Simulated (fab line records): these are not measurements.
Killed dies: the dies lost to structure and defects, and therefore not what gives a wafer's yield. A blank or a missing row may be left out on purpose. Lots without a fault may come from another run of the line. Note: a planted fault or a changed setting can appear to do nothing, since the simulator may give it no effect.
fab line records	flow gf180mcu
[record] lots = 14	wafers = 42	last_day = 34
route steps=602 shown HV_LDD@231 NSD@243 SALICIDE@284 CONTACT@310
lots that met no fault: from a run of the same line without faults
start_h: the number of hours between the record's first day and the start of the first shown wafer of the lot	wait_h: hours since the lot's step before	" identical to the entry in the row above	L1.1+2: one row covering several wafers at once	- no value, or no start was given	* or withheld: withheld	< > ~ a bound
route shown NAME@n: NAME is a module with steps in the file, n the number in the route of the first one	usual: mean/standard deviation of fault-free wafers	same: alike in all rows	chamber/n: place in a boat	sites: each site's reading	_std_site: the standard deviation of these	_edge_site: inner sites' mean taken away from outer sites' mean	radius_mm: for every site, how far away it sits from the centre of the wafer	mask NAME#n: copy n	behind: the most recent tool/chamber to have shaped the wafer	hold: why the lot was held/for how many hours/how that ended	device: names the non-switching transistor (n, p or np)	end of line: the same wafers' tests at the end of the route	a step given without rows: its recipe and nothing more	killed: the dies lost at the first sort to structure and to defects; this is not the yield of the wafer	map: shows each die of a wafer: x if killed, . if not, _ if none is there
set.NAME: the run value of the setting; set.NAME@STEP: its run value at that earlier step	model.NAME: the simulator's own value behind a step, which no gauge read
a sample of lots followed through the steps of the route, with each step as a table and each wafer as a row
services: the hour from which a tool's chamber was out of use, counted from the record's first day as start_h (under 0 if before that day), plus the number of hours and why
[[steps]]
[step GF_HV_LDD_THK_MEAS_55]
[recipe] reads = SiO2_of_HV_LDD_CVD_54
[usual] HV_LDD_CVD_54_THK = 9.98/0.12
lot.wafer	tool	chamber	start_h	wait_h	HV_LDD_CVD_54_THK[nm]
L824.2	film_metro-03	-	282.21	0.0	9.90
L824.3	"	-	"	"	10.02
L824.5	"	-	"	"	9.96
L825.1	film_metro-01	-	291.29	0.0	10.11
L825.2	"	-	"	"	10.07
L825.3	"	-	"	"	10.07
L827.2	film_metro-01	-	304.46	0.0	10.13
L827.5	"	-	"	"	9.99
L827.6	"	-	"	"	10.05
L828.2	film_metro-03	-	311.20	0.0	10.02
L828.3	"	-	"	"	9.94
L828.6	"	-	"	"	10.13
L829.3	film_metro-01	-	319.18	0.0	10.09
L829.5	"	-	"	"	10.01
L829.6	"	-	"	"	10.03
L830.3	film_metro-04	-	323.27	0.0	10.06
L830.4	"	-	"	"	10.07
L830.6	"	-	"	"	9.93
L833.1	film_metro-01	-	349.90	0.0	9.90
L833.2	"	-	"	"	9.91
L833.3	"	-	"	"	9.81
L835.1	film_metro-03	-	365.48	0.0	9.95
L835.5	"	-	"	"	9.93
L835.6	"	-	"	"	10.04
L840.1	film_metro-01	-	401.56	0.0	9.87
L840.3	"	-	"	"	9.96
L840.4	"	-	"	"	10.10
L842.4	film_metro-03	-	417.38	0.0	9.84
L842.5	"	-	"	"	9.92
L842.6	"	-	"	"	9.93
L843.2	film_metro-03	-	431.10	0.0	9.99
L843.3	"	-	"	"	10.01
L843.6	"	-	"	"	9.91
L845.1	film_metro-04	-	442.71	0.0	9.99
L845.3	"	-	"	"	10.09
L845.6	"	-	"	"	9.90
L846.1	film_metro-01	-	450.39	0.0	9.80
L846.3	"	-	"	"	9.97
L846.4	"	-	"	"	9.91
L847.1	film_metro-04	-	460.70	0.0	9.77
L847.2	"	-	"	"	9.68
L847.5	"	-	"	"	9.84
[step GF_NSD_OVL_MEAS_08]
[usual] NSD_OVL = 0.9/1.3
lot.wafer	tool	chamber	start_h	wait_h	NSD_OVL[nm]
L824.2	overlay-02	-	304.44	0.1	0.1
L824.3	"	-	"	"	-1.6
L824.5	"	-	"	"	-0.9
L825.1	overlay-01	-	312.95	0.1	2.0
L825.2	"	-	"	"	1.4
L825.3	"	-	"	"	1.2
L827.2	overlay-01	-	326.75	0.1	1.1
L827.5	"	-	"	"	0.7
L827.6	"	-	"	"	1.3
L828.2	overlay-02	-	333.68	0.1	2.9
L828.3	"	-	"	"	0.7
L828.6	"	-	"	"	-0.1
L829.3	overlay-02	-	341.53	0.1	3.0
L829.5	"	-	"	"	2.8
L829.6	"	-	"	"	1.9
L830.3	overlay-02	-	347.34	0.1	0.6
L830.4	"	-	"	"	-1.0
L830.6	"	-	"	"	1.3
L833.1	overlay-02	-	373.57	0.1	-0.7
L833.2	"	-	"	"	-1.2
L833.3	"	-	"	"	-1.1
L835.1	overlay-01	-	389.93	0.1	1.0
L835.5	"	-	"	"	0.9
L835.6	"	-	"	"	-0.3
L840.1	overlay-01	-	426.50	0.1	0.0
L840.3	"	-	"	"	0.2
L840.4	"	-	"	"	-1.0
L842.4	overlay-01	-	443.10	0.1	0.2
L842.5	"	-	"	"	0.4
L842.6	"	-	"	"	0.0
L843.2	overlay-02	-	456.75	0.1	2.1
L843.3	"	-	"	"	2.2
L843.6	"	-	"	"	2.7
L845.1	overlay-01	-	468.65	0.1	1.2
L845.3	"	-	"	"	2.7
L845.6	"	-	"	"	2.4
L846.1	overlay-01	-	475.83	0.1	-0.4
L846.3	"	-	"	"	-1.7
L846.4	"	-	"	"	-0.2
L847.1	overlay-02	-	485.68	0.1	0.5
L847.2	"	-	"	"	2.0
L847.5	"	-	"	"	1.3
[step GF_SALICIDE_RTA_06]
[recipe] temp_c = 530	time_s = 30	ambient = N2
[usual] lamp_power_pct = 6.51/0.18	wafer_temp_C_max = 533.5/0.88
lot.wafer	tool	chamber	start_h	wait_h	lamp_power_pct	wafer_temp_C_max
L824.2	rtp_anneal-01	0	348.42	0.1	6.69	532.8
L824.3	"	0	"	"	6.70	533.0
L824.5	"	0	"	"	6.69	532.8
L825.1	rtp_anneal-02	0	357.85	0.1	6.32	534.0
L825.2	"	0	"	"	6.33	534.9
L825.3	"	0	"	"	6.32	533.0
L827.2	rtp_anneal-01	0	372.41	0.1	6.68	532.4
L827.5	"	0	"	"	6.69	532.3
L827.6	"	0	"	"	6.69	533.7
L828.2	rtp_anneal-02	0	378.87	0.1	6.33	532.5
L828.3	"	0	"	"	6.32	534.6
L828.6	"	0	"	"	6.32	532.6
L829.3	rtp_anneal-01	0	387.82	0.1	6.68	532.6
L829.5	"	0	"	"	6.69	533.0
L829.6	"	0	"	"	6.70	533.2
L830.3	rtp_anneal-01	0	393.92	0.1	6.68	532.5
L830.4	"	0	"	"	6.68	532.9
L830.6	"	0	"	"	6.70	532.7
L833.1	rtp_anneal-01	0	420.95	0.1	5.35	481.0
L833.2	"	0	"	"	5.35	480.3
L833.3	"	0	"	"	5.34	479.4
L835.1	rtp_anneal-01	0	439.14	0.1	5.36	480.2
L835.5	"	0	"	"	5.34	479.3
L835.6	"	0	"	"	5.34	479.7
L840.1	rtp_anneal-02	0	477.34	0.1	6.32	534.5
L840.3	"	0	"	"	6.31	533.8
L840.4	"	0	"	"	6.32	536.0
L842.4	rtp_anneal-01	0	492.58	0.1	6.69	533.8
L842.5	"	0	"	"	6.70	532.2
L842.6	"	0	"	"	6.68	532.1
L843.2	rtp_anneal-01	0	506.09	0.1	6.69	532.3
L843.3	"	0	"	"	6.68	532.5
L843.6	"	0	"	"	6.68	533.7
L845.1	rtp_anneal-02	0	517.56	0.1	6.31	533.8
L845.3	"	0	"	"	6.31	534.3
L845.6	"	0	"	"	6.33	534.5
L846.1	rtp_anneal-02	0	524.45	0.1	6.32	533.8
L846.3	"	0	"	"	6.33	534.4
L846.4	"	0	"	"	6.31	533.0
L847.1	rtp_anneal-01	0	534.45	0.1	6.68	533.1
L847.2	"	0	"	"	6.68	533.0
L847.5	"	0	"	"	6.69	532.0
[step GF_CONTACT_SPUTTER_23]
[recipe] material = TiN	target_thk_nm = 10	chamber_pressure_pa = 5	power_w = 4000	time_s = 40
[usual] throttle_valve_pct = 30.0/0.62
lot.wafer	tool	chamber	start_h	wait_h	throttle_valve_pct
L824.2	pvd_sputter-02	-	372.30	0.0	30.4
L824.3	"	-	"	"	29.5
L824.5	"	-	"	"	30.8
L825.1	pvd_sputter-02	-	381.60	0.0	30.7
L825.2	"	-	"	"	29.2
L825.3	"	-	"	"	29.3
L827.2	pvd_sputter-04	-	396.96	0.0	29.7
L827.5	"	-	"	"	30.0
L827.6	"	-	"	"	29.8
L828.2	pvd_sputter-02	-	403.05	0.0	29.4
L828.3	"	-	"	"	30.1
L828.6	"	-	"	"	30.7
L829.3	pvd_sputter-02	-	412.55	0.0	30.0
L829.5	"	-	"	"	29.4
L829.6	"	-	"	"	29.3
L830.3	pvd_sputter-04	-	418.60	0.0	30.1
L830.4	"	-	"	"	29.6
L830.6	"	-	"	"	30.1
L833.1	pvd_sputter-02	-	446.95	0.0	30.1
L833.2	"	-	"	"	30.6
L833.3	"	-	"	"	29.4
L835.1	pvd_sputter-02	-	464.84	0.0	29.7
L835.5	"	-	"	"	29.7
L835.6	"	-	"	"	30.6
L840.1	pvd_sputter-04	-	502.89	0.0	29.8
L840.3	"	-	"	"	29.5
L840.4	"	-	"	"	30.1
L842.4	pvd_sputter-03	-	517.81	0.0	28.8
L842.5	"	-	"	"	29.7
L842.6	"	-	"	"	31.0
L843.2	pvd_sputter-04	-	530.59	0.0	31.2
L843.3	"	-	"	"	29.9
L843.6	"	-	"	"	31.1
L845.1	pvd_sputter-04	-	542.08	0.0	31.0
L845.3	"	-	"	"	30.1
L845.6	"	-	"	"	31.2
L846.1	pvd_sputter-04	-	549.35	0.0	29.6
L846.3	"	-	"	"	30.0
L846.4	"	-	"	"	29.9
L847.1	pvd_sputter-02	-	558.75	0.0	29.7
L847.2	"	-	"	"	30.9
L847.5	"	-	"	"	30.7
[[services]]
tool	chamber	start_h	hours	kind
rtp_anneal-01	-	373.64	2.4	pm
pvd_sputter-03	-	377.28	83.3	repair
pvd_sputter-04	-	403.89	3.6	repair
pvd_sputter-04	-	412.99	4.1	repair
pvd_sputter-02	-	440.01	3.4	repair
pvd_sputter-03	-	459.09	8.8	repair
pvd_sputter-03	-	501.47	1.7	repair
pvd_sputter-02	-	550.65	3.0	repair
[[key]]
[first_sign] step = GF_SALICIDE_RTA_06	reading = wafer_temp_C_max	direction = down	sigmas = 61	usual = *	struck = *
[effect] step = GF_SALICIDE_RTA_06	reading = lamp_power_pct	direction = down	sigmas = 6.3	usual = 6.51	struck = 5.35
met_at GF_SALICIDE_RTA_06
struck_lots L833,L835
tester_left_out L833,L835
not_acting_at GF_HV_LDD_THK_MEAS_55,GF_NSD_OVL_MEAS_08,GF_CONTACT_SPUTTER_23
onset_between 393.92 420.95
[fault] kind = process_parameter_drift	tool = rtp_anneal-01	chamber = -	onset_h = 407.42	steps = GF_SALICIDE_RTA_06	channel = temp_c	offset = *	shape = step	end_h = 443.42	acts_in = *	stated = *
// tester_left_out: of these lots the tester's yield and bins aren't shown, on N5 and GAA mostly nor the transistor test; their killed dies are dies lost to structure and defects alone, not to doping, threshold or leakage, so they don't give the yield
